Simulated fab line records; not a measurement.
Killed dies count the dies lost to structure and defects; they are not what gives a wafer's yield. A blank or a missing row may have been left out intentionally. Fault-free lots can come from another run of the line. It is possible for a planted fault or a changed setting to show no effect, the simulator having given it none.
Chamber matching	flow gf180mcu	4 sister chambers for GF_V3_ETCH_17 on rie-diel-01
The step etches SiO2 in C4F8/O2/Ar, stops on TiN, target depth 635 nm. 4 wafers are shown with their chamber, then 6 later ones without.

== WAFERS WITH THEIR CHAMBER ==
wafer	chamber	rf-fwd-power-W (W)
L146.1	3	1492
L146.5	2	1495
L152.3	0	1493
L152.6	1	1503

== WAFERS MISSING THEIR CHAMBER ==
wafer	rf-fwd-power-W (W)
L155.4	1488
L155.5	1483
L155.6	1489
L157.2	1496
L157.4	1496
L157.5	1492

== EACH ONE'S CHAMBER ==
wafer	from the rows above	in truth
L155.4	can't be placed: 3 or 0 or 2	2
L155.5	can't be placed: 3 or 0 or 2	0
L155.6	can't be placed: 3 or 0 or 2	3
L157.2	can't be placed: 2 or 0 or 3 or 1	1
L157.4	can't be placed: 2 or 0 or 3 or 1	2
L157.5	can't be placed: 3 or 0 or 2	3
0 of 6 placed correctly. From these rows, 6 cannot be placed; in 6 the true chamber is one of the candidates. Wrongly placed: 0.
How it was worked out, from the rows above alone: a wafer's distance from a chamber is the root of the sum, over the readings, of the square of ((its reading less the chamber's mean) divided by the reading's scatter). If the next closest chamber is less than 2 further off than the closest, the wafer can't be placed; otherwise it belongs to the closest. A chamber's mean is the mean of its shown wafers. The scatter (one wafer shown for each chamber): square how far every hidden wafer sits from the nearest shown wafer, average those squares and take the square root.
